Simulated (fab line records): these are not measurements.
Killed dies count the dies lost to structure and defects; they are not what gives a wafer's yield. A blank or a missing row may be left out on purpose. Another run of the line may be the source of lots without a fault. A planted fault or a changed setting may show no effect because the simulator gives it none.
Problem report, 8D (eight disciplines) form, completed by code ; flow sfq_line ; the parts of the form that need people (team, actions taken, sign-off) are left out

## 1. PROBLEM STATEMENT
Mean of oes_product_au at SFQ_TRILAYER_C5_ETCH_VIA_ETCH_154: 0.986 a.u. across 2 wafers in 2 lots; on wafers with no fault it is 0.895 a.u. (standard deviation 0.008). That is +11 standard deviations from the usual mean.
The step: etches SiO2 in CHF3, stops on Nb, target depth 84 nm.
The first sign was on wafer L282.3 at day 76 03:26, on rie_diel-02. The record holds 42 wafers of 14 lots with a number at this step. The rule behind "out" and "out of limits": a value lying over 4 standard deviations away from the usual mean. The rest of the wafers with a number are treated as sound.

## 2. WHAT IT IS AND WHAT IT IS NOT
question;is;is not
which readings at this step;oes_product_au;drypump_motor_current_A
which lots;L282, L283;L267, L268, L270, L271, L272, L273, L274, L275, L276, L279, L289, L290
which wafers of those lots;L282.3, L283.3;L282.2, L282.5, L283.4, L283.5
read on which tools;rie_diel-01, rie_diel-02;rie_diel-04
when;from day 76 03:26;"up to then (32 sound wafers); but 8 sound wafers of L283, L289, L290 came after"

## 3. SUSPECTS, AND WHAT RULES EACH OUT
Counting: any tool at a process step up to the reading remains a suspect provided it ran every lot that is out. Sound lots after the first of them don't rule it out here, since some wafers of a struck lot are sound.
- pecvd-01 at SFQ_TRILAYER_A5C_DEP_PECVD_142 (deposits SiO2 from SiH4/N2O, time 15.556 s, target thk 70 nm): kept. Ran every lot that is out, first one L282 (day 67 19:56); last sound lot up to then L279 (day 67 01:34).
The count leaves pecvd-01 at SFQ_TRILAYER_A5C_DEP_PECVD_142.

## 4. THE CAUSE (what the simulator had put in)
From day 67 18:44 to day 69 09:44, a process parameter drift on pecvd-01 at SFQ_TRILAYER_A5C_DEP_PECVD_142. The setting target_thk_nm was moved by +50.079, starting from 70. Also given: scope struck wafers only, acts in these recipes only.
After counting, this tool was the only one left.

## 5. THE EFFECT CHAIN, in route order
Each row: a reading where the mean over the struck wafers with a number is more than 3 standard deviations away from the usual. Readings are gone through only where the record gives a usual standard deviation; hours: the median, over the lots, of the time from a lot's start at the first step in this table giving one to that lot's start at this step; sigmas: the change measured in usual standard deviations.
hours;step;reading;usual;on struck wafers;change;sigmas
0;SFQ_TRILAYER_C5_ETCH_VIA_ETCH_154;oes_product_au;0.895 a.u.;0.986;+0.091;+11
The process steps in it:
- SFQ_TRILAYER_C5_ETCH_VIA_ETCH_154: etches SiO2 in CHF3, stops on Nb, target depth 84 nm.

## 6. HOW IT WOULD HAVE BEEN CAUGHT EARLIER
The fault began at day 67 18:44; the first out-of-limits reading in this record came at day 76 03:26, 201 hours later.
No tool reading at SFQ_TRILAYER_A5C_DEP_PECVD_142 that has a usual standard deviation in the record was out on any struck wafer, so an alarm limit of 4 standard deviations on those readings would not have fired.
All the lots that are out (2) had begun SFQ_TRILAYER_A5C_DEP_PECVD_142 on pecvd-01 by day 76 03:26. A hold on the tool at that time would have spared none of them.
